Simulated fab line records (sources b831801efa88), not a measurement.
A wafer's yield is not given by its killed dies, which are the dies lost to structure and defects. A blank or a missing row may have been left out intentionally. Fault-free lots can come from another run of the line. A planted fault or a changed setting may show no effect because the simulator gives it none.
2 desks looking at one fault -- flow gf180mcu -- every desk sees just its own numbers, and what lay behind them comes last

## METROLOGY DESK
Lot by lot, what the gauges showed, no matter which tool ran the lot: averages of those sampled wafers that carry a number. The brackets show how far a lot's mean lies from the usual mean; more than 4 standard deviations puts the lot out of limits, marked OUT.
Columns: A = TOP_METAL_ALCU_THK at GF_TOP_METAL_THK_MEAS_06, usual 900 nm
lot,first seen here,A
L307,day 27 18:07,893
L308,day 28 00:56,900
L309,day 28 09:10,888
L310,day 28 17:37,902
L311,day 29 03:40,903
L314,day 30 03:13,899
L315,day 30 13:04,904
L316,day 30 17:53,881
L318,day 31 08:42,895
L320,day 32 00:39,890
L321,day 32 06:50,896
L322,day 32 12:48,920
L323,day 32 18:40,918
This desk found nothing out of limits on any of the 13 lots.

## FOR THE TOOL OWNER'S DESK: rieMetal-04
The tool's own readings at GF_TOP_METAL_METAL_ETCH_16 (etches the open film in Cl2/BCl3, stops on SiO2, target depth 1197 nm, time 199.5 s): means of the sampled wafers that have a number, for each lot that ran on this tool. The brackets show how far a lot's mean lies from the usual mean; more than 4 standard deviations puts the lot out of limits, marked OUT.
Columns: A = drypumpMotorCurrentA at GF_TOP_METAL_METAL_ETCH_16, usual 5.6 A; B = oesProductAu at GF_TOP_METAL_METAL_ETCH_16, usual 0.991 a.u.; C = throttleValvePct at GF_TOP_METAL_METAL_ETCH_16, usual 28.229 %
lot,first seen here,A,B,C
L307,day 28 13:16,5.8,0.992,28.224
L308,day 28 20:15,5.8,0.991,28.229
L314,day 30 20:40,5.8,0.994,28.232
L318,day 32 01:15,5.8,0.994,28.224
L321,day 32 22:36,5.8,0.954 (-6.7) OUT,28.270 (+4.8) OUT
L322,day 33 04:31,5.8,0.919 (-13) OUT,28.303 (+8.6) OUT
L323,day 33 10:22,5.8,0.911 (-15) OUT,28.314 (+9.9) OUT
Finding of this desk: L321, L322, L323 out of limits; the first was L321 at day 32 22:36, on oesProductAu at GF_TOP_METAL_METAL_ETCH_16. In limits: L307, L308, L314, L318.

## ALL TOGETHER
On L321, L322, L323, at day 32 22:36, an alarm was possible from the tool owner's desk.
The metrology desk saw nothing out of limits.
The metrology desk holds a record of L321, L322, L323, inside its limits.
Of the lots named, all ran GF_TOP_METAL_METAL_ETCH_16 on rieMetal-04.

## WHAT THE SIMULATOR HAD INSERTED
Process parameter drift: rieMetal-04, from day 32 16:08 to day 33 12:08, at GF_TOP_METAL_METAL_ETCH_16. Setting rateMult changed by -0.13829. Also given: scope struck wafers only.
Lots struck among those shown: L321, L322, L323.
Hours from the fault's start to each desk's first reading out of limits: the tool owner's desk, 6.
